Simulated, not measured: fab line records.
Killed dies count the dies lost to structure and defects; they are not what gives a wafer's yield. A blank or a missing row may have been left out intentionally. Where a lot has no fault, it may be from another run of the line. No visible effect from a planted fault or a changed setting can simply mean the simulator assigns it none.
Which tool is to blame? | flow gf180mcu | 24 lots with 72 wafers sampled at 6 steps, on a route of 602 steps

== WHAT THE GAUGES READ, wafer by wafer ==
GF_HV_LDD_OVL_MEAS_32.
lot  | measured     | on         | HV_LDD_02_OVL (nm)
L074 | day 11 13:11 | overlay-02 | 2.0 -1.1 -0.8
L075 | day 11 18:26 | overlay-02 | 3.0 2.1 1.0
L076 | day 12 02:50 | overlay-01 | 0.4 -0.3 0.4
L077 | day 12 14:47 | overlay-02 | 2.6 3.6 2.6
L078 | day 12 23:14 | overlay-02 | 1.1 1.5 2.1
L080 | day 13 17:14 | overlay-02 | 2.7 2.1 2.9
L079 | day 13 17:24 | overlay-01 | 2.5 4.1 2.8
L081 | day 14 03:44 | overlay-01 | 1.3 1.2 2.0
L082 | day 14 04:30 | overlay-01 | 0.9 0.5 -3.2
L083 | day 14 14:05 | overlay-01 | 1.3 1.5 -0.4
L084 | day 14 21:33 | overlay-02 | 2.7 4.8 2.8
L085 | day 15 08:14 | overlay-01 | 1.9 1.9 1.1
L086 | day 15 10:49 | overlay-01 | 0.4 1.1 -0.4
L087 | day 15 22:44 | overlay-02 | -0.7 -0.1 -0.7
L088 | day 16 00:20 | overlay-01 | 0.5 -0.6 0.9
L089 | day 16 12:47 | overlay-02 | -0.1 1.7 -1.3
L090 | day 16 18:47 | overlay-01 | -1.7 0.4 0.5
L091 | day 16 20:59 | overlay-01 | 1.0 0.3 1.4
L092 | day 17 06:47 | overlay-02 | 0.6 2.6 2.1
L093 | day 17 18:42 | overlay-02 | 1.2 1.3 2.6
L094 | day 18 00:11 | overlay-02 | 0.6 1.3 -1.4
L095 | day 18 08:11 | overlay-01 | 3.8 3.6 1.9
L096 | day 18 14:20 | overlay-01 | 1.2 2.0 0.8
L097 | day 19 03:44 | overlay-01 | 1.2 1.7 -0.3

GF_V3_RS_MEAS_24: measures by four-point-probe.
lot  | measured     | on           | V3_W_RS (ohm/sq)
L074 | day 22 11:02 | filmMetro-02 | 0.323 0.322 0.325
L075 | day 22 13:04 | filmMetro-03 | 0.325 0.337 0.325
L076 | day 22 21:44 | filmMetro-02 | 0.331 0.330 0.328
L077 | day 23 17:22 | filmMetro-03 | 0.319 0.328 0.318
L078 | day 24 02:43 | filmMetro-04 | 0.340 0.332 0.333
L080 | day 24 20:20 | filmMetro-03 | 0.327 0.337 0.334
L079 | day 24 22:44 | filmMetro-02 | 0.324 0.330 0.330
L081 | day 25 10:05 | filmMetro-02 | 0.326 0.325 0.322
L082 | day 25 08:32 | filmMetro-03 | 0.330 0.335 0.332
L083 | day 25 17:22 | filmMetro-04 | 0.328 0.325 0.323
L084 | day 26 03:20 | filmMetro-04 | 0.331 0.335 0.332
L085 | day 26 10:41 | filmMetro-04 | 0.329 0.327 0.329
L086 | day 26 11:41 | filmMetro-03 | 0.333 0.325 0.334
L087 | day 26 23:01 | filmMetro-03 | 0.331 0.322 0.327
L088 | day 27 00:04 | filmMetro-03 | 0.325 0.333 0.325
L089 | day 27 10:37 | filmMetro-03 | 0.334 0.322 0.327
L090 | day 27 17:37 | filmMetro-03 | 0.325 0.333 0.330
L091 | day 27 19:26 | filmMetro-02 | 0.336 0.330 0.339
L092 | day 28 03:58 | filmMetro-02 | 0.338 0.332 0.334
L093 | day 28 14:46 | filmMetro-03 | 0.331 0.333 0.336
L094 | day 28 18:46 | filmMetro-03 | 0.328 0.324 0.333
L095 | day 29 00:54 | filmMetro-02 | 0.326 0.323 0.328
L096 | day 29 08:46 | filmMetro-02 | 0.317 0.324 0.322
L097 | day 29 17:14 | filmMetro-04 | 0.327 0.324 0.320

GF_M4_THK_MEAS_06: measures by xrf.
lot  | measured     | on           | M4_ALCU_THK (nm)
L074 | day 22 11:52 | filmMetro-03 | 450 454 450
L075 | day 22 13:53 | filmMetro-02 | 450 448 448
L076 | day 22 22:37 | filmMetro-03 | 449 454 452
L077 | day 23 18:12 | filmMetro-03 | 444 455 449
L078 | day 24 03:32 | filmMetro-02 | 449 443 450
L080 | day 24 21:10 | filmMetro-03 | 452 448 448
L079 | day 24 23:32 | filmMetro-02 | 453 455 454
L081 | day 25 10:54 | filmMetro-01 | 454 443 448
L082 | day 25 09:20 | filmMetro-03 | 432 435 444
L083 | day 25 18:11 | filmMetro-02 | 451 453 455
L084 | day 26 04:09 | filmMetro-01 | 453 440 450
L085 | day 26 11:30 | filmMetro-01 | 442 444 434
L086 | day 26 12:29 | filmMetro-01 | 444 451 448
L087 | day 26 23:52 | filmMetro-02 | 454 454 454
L088 | day 27 01:04 | filmMetro-02 | 452 438 448
L089 | day 27 11:26 | filmMetro-02 | 448 436 453
L090 | day 27 18:26 | filmMetro-02 | 446 439 445
L091 | day 27 20:16 | filmMetro-02 | 446 433 450
L092 | day 28 04:47 | filmMetro-01 | 434 442 435
L093 | day 28 15:34 | filmMetro-02 | 444 452 445
L094 | day 28 19:35 | filmMetro-01 | 453 448 456
L095 | day 29 01:43 | filmMetro-03 | 446 448 446
L096 | day 29 09:35 | filmMetro-02 | 437 444 443
L097 | day 29 18:04 | filmMetro-02 | 445 453 454

GF_V4_THK_MEAS_03.
lot  | measured     | on           | V4_CVD_02_THK (nm)
L074 | day 23 11:37 | filmMetro-04 | 842 843 842
L075 | day 23 13:26 | filmMetro-01 | 831 845 840
L076 | day 23 21:53 | filmMetro-03 | 847 848 854
L077 | day 24 17:22 | filmMetro-01 | 850 854 858
L078 | day 25 01:51 | filmMetro-04 | 838 851 854
L080 | day 25 19:05 | filmMetro-01 | 860 856 865
L079 | day 25 21:25 | filmMetro-03 | 842 859 856
L081 | day 26 08:41 | filmMetro-03 | 824 830 843
L082 | day 26 07:10 | filmMetro-01 | 867 876 859
L083 | day 26 14:29 | filmMetro-04 | 837 870 849
L084 | day 26 22:52 | filmMetro-01 | 834 851 862
L085 | day 27 07:35 | filmMetro-01 | 856 854 859
L086 | day 27 08:56 | filmMetro-01 | 833 845 857
L087 | day 27 20:35 | filmMetro-03 | 844 836 838
L088 | day 27 22:37 | filmMetro-03 | 834 848 864
L089 | day 28 07:55 | filmMetro-03 | 836 847 851
L090 | day 28 14:58 | filmMetro-01 | 834 842 860
L091 | day 28 16:52 | filmMetro-03 | 836 845 820
L092 | day 29 00:38 | filmMetro-03 | 849 856 853
L093 | day 29 12:10 | filmMetro-01 | 841 853 872
L094 | day 29 14:46 | filmMetro-03 | 855 844 846
L095 | day 29 21:10 | filmMetro-04 | 852 867 864
L096 | day 30 04:47 | filmMetro-03 | 834 858 823
L097 | day 30 13:11 | filmMetro-03 | 847 824 863

GF_TOP_METAL_CD_MEAS_14: target cd 440 nm.
lot  | measured     | on       | cdNm (nm)
L074 | day 28 00:43 | cdSem-02 | 440.2 439.8 438.8
L075 | day 28 01:43 | cdSem-02 | 438.9 439.6 437.5
L076 | day 28 10:43 | cdSem-02 | 443.2 444.4 442.8
L077 | day 29 09:13 | cdSem-01 | 437.2 438.1 438.8
L078 | day 29 11:28 | cdSem-02 | 441.9 441.8 443.3
L080 | day 30 00:52 | cdSem-02 | 439.6 440.2 439.0
L079 | day 30 04:53 | cdSem-01 | 439.9 438.6 438.4
L081 | day 30 12:28 | cdSem-02 | 436.4 436.3 435.6
L082 | day 30 12:04 | cdSem-01 | 436.2 434.6 437.2
L083 | day 30 17:46 | cdSem-02 | 442.6 442.9 440.7
L084 | day 31 04:14 | cdSem-01 | 441.2 440.7 440.2
L085 | day 31 10:17 | cdSem-01 | 439.4 437.3 437.8
L086 | day 31 11:24 | cdSem-02 | 441.6 440.7 441.6
L087 | day 31 23:22 | cdSem-01 | 443.7 444.4 444.3
L088 | day 32 00:52 | cdSem-02 | 437.7 436.7 439.5
L089 | day 32 08:40 | cdSem-01 | 436.1 438.5 438.8
L090 | day 32 13:58 | cdSem-02 | 444.9 443.6 441.8
L091 | day 32 16:37 | cdSem-02 | 436.5 437.4 434.8
L092 | day 32 22:19 | cdSem-01 | 440.8 440.2 438.7
L093 | day 33 09:11 | cdSem-02 | 440.1 438.3 439.7
L094 | day 33 11:28 | cdSem-02 | 437.7 438.1 436.3
L095 | day 33 14:19 | cdSem-02 | 441.8 440.8 441.3
L096 | day 33 22:31 | cdSem-01 | 440.3 440.1 440.0
L097 | day 34 04:58 | cdSem-02 | 443.1 441.3 443.2

== WHAT TOOL EACH LOT RAN ON (gives the tool, then ch and the chambers of the sampled wafers, and finally the start) ==
lot  | GF_M4_STRIP_17
L074 | plasmaAsher-02 ch 0,1, day 23 10:53
L075 | plasmaAsher-04 ch 0,1, day 23 12:38
L076 | plasmaAsher-03 ch 1, day 23 21:05
L077 | plasmaAsher-03 ch 0,1, day 24 16:37
L078 | plasmaAsher-04 ch 0,1, day 25 01:07
L080 | plasmaAsher-03 ch 0,1, day 25 18:19
L079 | plasmaAsher-04 ch 0, day 25 20:38
L081 | plasmaAsher-04 ch 0,1, day 26 07:57
L082 | plasmaAsher-03 ch 0,1, day 26 06:26
L083 | plasmaAsher-04 ch 0,1, day 26 13:44
L084 | plasmaAsher-03 ch 0,1, day 26 22:02
L085 | plasmaAsher-04 ch 0, day 27 06:50
L086 | plasmaAsher-02 ch 0,1, day 27 08:11
L087 | plasmaAsher-04 ch 0,1, day 27 19:52
L088 | plasmaAsher-03 ch 0,1, day 27 21:53
L089 | plasmaAsher-03 ch 0,1, day 28 07:10
L090 | plasmaAsher-02 ch 0,1, day 28 14:14
L091 | plasmaAsher-04 ch 0,1, day 28 16:08
L092 | plasmaAsher-03 ch 0,1, day 28 23:55
L093 | plasmaAsher-03 ch 1, day 29 11:26
L094 | plasmaAsher-03 ch 0,1, day 29 14:02
L095 | plasmaAsher-03 ch 0, day 29 20:26
L096 | plasmaAsher-04 ch 0,1, day 30 04:04
L097 | plasmaAsher-04 ch 0,1, day 30 12:26
- GF_M4_STRIP_17: strips in O2/N2.

== AS READ BY THE TOOLS THEMSELVES (means over the sampled wafers that have a number; for cases with no such wafer, the mark the record gives instead) ==
GF_M4_STRIP_17.
lot  | tool           | drypumpMotorCurrentA (A) | heaterPowerW (W) | oesProductAu (a.u.) | stripTimeToEndpointS (s)
L074 | plasmaAsher-02 | 6.1                      | 326              | 0.558               | 7.85
L075 | plasmaAsher-04 | 5.5                      | 338              | 0.557               | 7.86
L076 | plasmaAsher-03 | 6.0                      | 364              | 0.549               | 7.82
L077 | plasmaAsher-03 | 5.6                      | 342              | 0.557               | 7.81
L078 | plasmaAsher-04 | 5.7                      | 319              | 0.559               | 7.81
L080 | plasmaAsher-03 | 5.6                      | 339              | 0.552               | 7.81
L079 | plasmaAsher-04 | 5.2                      | 349              | 0.557               | 7.83
L081 | plasmaAsher-04 | 5.8                      | 322              | 0.554               | 7.98
L082 | plasmaAsher-03 | 5.7                      | 338              | 0.556               | 7.85
L083 | plasmaAsher-04 | 5.8                      | 320              | 0.557               | 7.88
L084 | plasmaAsher-03 | 5.7                      | 344              | 0.556               | 7.80
L085 | plasmaAsher-04 | 5.2                      | 349              | 0.564               | 7.95
L086 | plasmaAsher-02 | 6.1                      | 323              | 0.555               | 7.90
L087 | plasmaAsher-04 | 5.8                      | 320              | 0.559               | 7.93
L088 | plasmaAsher-03 | 5.6                      | 334              | 0.557               | 7.85
L089 | plasmaAsher-03 | 5.6                      | 337              | 0.563               | 7.91
L090 | plasmaAsher-02 | 6.1                      | 328              | 0.557               | 7.80
L091 | plasmaAsher-04 | 5.8                      | 323              | 0.553               | 7.79
L092 | plasmaAsher-03 | 5.9                      | 347              | 0.557               | 7.87
L093 | plasmaAsher-03 | 6.0                      | 364              | 0.558               | 7.82
L094 | plasmaAsher-03 | 5.9                      | 356              | 0.555               | 7.88
L095 | plasmaAsher-03 | 5.4                      | 330              | 0.559               | 7.86
L096 | plasmaAsher-04 | 5.5                      | 333              | 0.551               | 7.80
L097 | plasmaAsher-04 | 5.5                      | 335              | 0.557               | 7.86

== THE ANSWER, worked out from the rows above alone ==
Rule: what is usual is taken from the lots themselves. Put in order of their means at a reading, lots are off if they are a third of the lots or fewer, leave a main group of 4 or more, and stand apart from it by a gap of 3 or more times the standard deviation of the main group's means; of several such gaps the widest counts. The tables above print the reading to a certain number of digits; a main group whose means all agree to those digits is not used. Also off: a lot with no number at a reading for which 4 or more lots have one. The other lots that the step has rows for count as sound. First the gauges in route order, then the tools' own readings, where a lot's mean is used as printed above. At the first step where some lot is off, the reading lying furthest off is the one used; lots without a number count as furthest.
No lot is off on any of the readings shown, so nothing can be concluded from this.

== WHAT WAS PUT IN BY THE SIMULATOR ==
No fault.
